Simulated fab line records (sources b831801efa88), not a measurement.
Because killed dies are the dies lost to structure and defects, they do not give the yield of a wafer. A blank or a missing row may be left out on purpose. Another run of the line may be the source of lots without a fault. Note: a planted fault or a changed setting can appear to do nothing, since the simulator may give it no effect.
Struck lot and sound lot, side by side | flow sky130 | 21 steps out of a route of 708
Sound: wafers L557.1, L557.3, L557.5. Wafers struck: L552.1, L552.3, L552.6. The cause is named last.
Per side, at each step with rows, come the tool, then ch with its chambers, and then its first start. Under that, the readings that differ: sound wafers | struck wafers | difference of the means | sigmas: that difference in standard deviations of wafers without a fault.
alike: words and numbers the same on both sides, and readings whose means are apart by under 2 such deviations; not compared: readings that were withheld, readings missing a value for some wafer, numbers with overlapping values and no deviation given by the record, and bounds like >300 which may hide the same value.
A row with sigmas, a row that says differs or no value, or rows on one side alone: a step with any of these is where the two part. When numbers do not overlap yet have no deviation, they are printed without sigmas and do not part them. A reading missing from all wafers of one side parts the sides only when that side holds two or more wafers.

first, 3 steps without rows for these wafers: SKY_VT_ADJUST_NCORE_EXPOSE_04 (exposes mask LVTN COMPLEMENT THIN, target cd 380 nm); SKY_VT_ADJUST_NCORE_PEB_05; SKY_VT_ADJUST_NCORE_DEVELOP_06 (develop time 60 s).
SKY_VT_ADJUST_NCORE_CD_MEAS_07 targets a cd of 380 nm.
  sound on cd-sem-01 at day 11 10:17; struck on cd-sem-01 at day 10 13:02
  alike: cd-nm
SKY_VT_ADJUST_NCORE_OVL_MEAS_08:
  sound on overlay-02 at day 11 10:24; struck on overlay-02 at day 10 13:09
  alike: VT_ADJUST_NCORE_OVL
then, 1 step without rows for these wafers: SKY_VT_ADJUST_NCORE_IMPLANT_09.
SKY_VT_ADJUST_NCORE_STRIP_10: strips in O2/N2.
  sound on plasma-asher-04 ch 0,1, day 11 10:35; struck on plasma-asher-04 ch 0,1, day 10 13:20
  alike: drypump-motor-current-A, oes-product-au, strip-time-to-endpoint-s
  not compared: rf-hours-counter-h
SKY_VT_ADJUST_NCORE_TW_MEAS_11:
  sound on film-metro-02 at day 11 10:41; struck on film-metro-03 at day 10 13:26
  reading            | sound             | struck            | difference | sigmas
  VT_ADJUST_NCORE_TW | 215.4 216.6 214.7 | 222.4 222.0 223.0 | +6.9       | +3
then, 4 steps without rows for these wafers: SKY_VT_ADJUST_HVTR_DEHYDRATE_00 (time 60 s); SKY_VT_ADJUST_HVTR_HMDS_01 (prime time 60 s); SKY_VT_ADJUST_HVTR_COAT_02 (resist thk 1140 nm); SKY_VT_ADJUST_HVTR_SOFTBAKE_03 (time 58.61 s).
SKY_VT_ADJUST_HVTR_EXPOSE_04: exposes mask HVTRM, target cd 380 nm.
  sound on iline-stepper-02 ch 0, day 11 22:17; struck on iline-stepper-02 ch 0, day 11 01:05
  reading | sound                   | struck               | difference | sigmas
  mask    | HVTRM#0 HVTRM#0 HVTRM#0 | TUNM#0 TUNM#0 TUNM#0 | differs    |
then, 2 steps without rows for these wafers: SKY_VT_ADJUST_HVTR_PEB_05; SKY_VT_ADJUST_HVTR_DEVELOP_06 (develop time 60 s).
SKY_VT_ADJUST_HVTR_CD_MEAS_07 targets a cd of 380 nm.
  sound on cd-sem-02 at day 12 10:34; struck on cd-sem-01 at day 11 13:05
  reading    | sound             | struck | difference                    | sigmas
  cd-nm (nm) | 378.2 379.3 379.3 | - - -  | no value on the struck wafers |
SKY_VT_ADJUST_HVTR_OVL_MEAS_08:
  sound on overlay-01 at day 12 10:41; struck on overlay-01 at day 11 13:12
  reading                 | sound       | struck | difference                    | sigmas
  VT_ADJUST_HVTR_OVL (nm) | 1.0 1.9 2.0 | - - -  | no value on the struck wafers |
then, 1 step without rows for these wafers: SKY_VT_ADJUST_HVTR_IMPLANT_09.
SKY_VT_ADJUST_HVTR_STRIP_10: strips in O2/N2.
  sound on plasma-asher-01 ch 0, day 12 10:52; struck on plasma-asher-03 ch 0,1, day 11 13:23
  alike: drypump-motor-current-A, oes-product-au, strip-time-to-endpoint-s
  not compared: rf-hours-counter-h
SKY_VT_ADJUST_HVTR_TW_MEAS_11:
  sound on film-metro-03 at day 12 10:58; struck on film-metro-01 at day 11 13:48
  reading           | sound             | struck         | difference | sigmas
  VT_ADJUST_HVTR_TW | 212.9 211.5 214.4 | 29.8 29.8 29.7 | -183.2     | -96
  not compared: hold
SKY_PAD_OPEN_PROBE_99:
  sound wafers here have rows in the record (prober-02, day 48 09:55); struck ones have none

WHERE THEY PART
At SKY_VT_ADJUST_NCORE_TW_MEAS_11 first; at SKY_PAD_OPEN_PROBE_99 last (within this record only).

WHY: what had been put in by the simulator
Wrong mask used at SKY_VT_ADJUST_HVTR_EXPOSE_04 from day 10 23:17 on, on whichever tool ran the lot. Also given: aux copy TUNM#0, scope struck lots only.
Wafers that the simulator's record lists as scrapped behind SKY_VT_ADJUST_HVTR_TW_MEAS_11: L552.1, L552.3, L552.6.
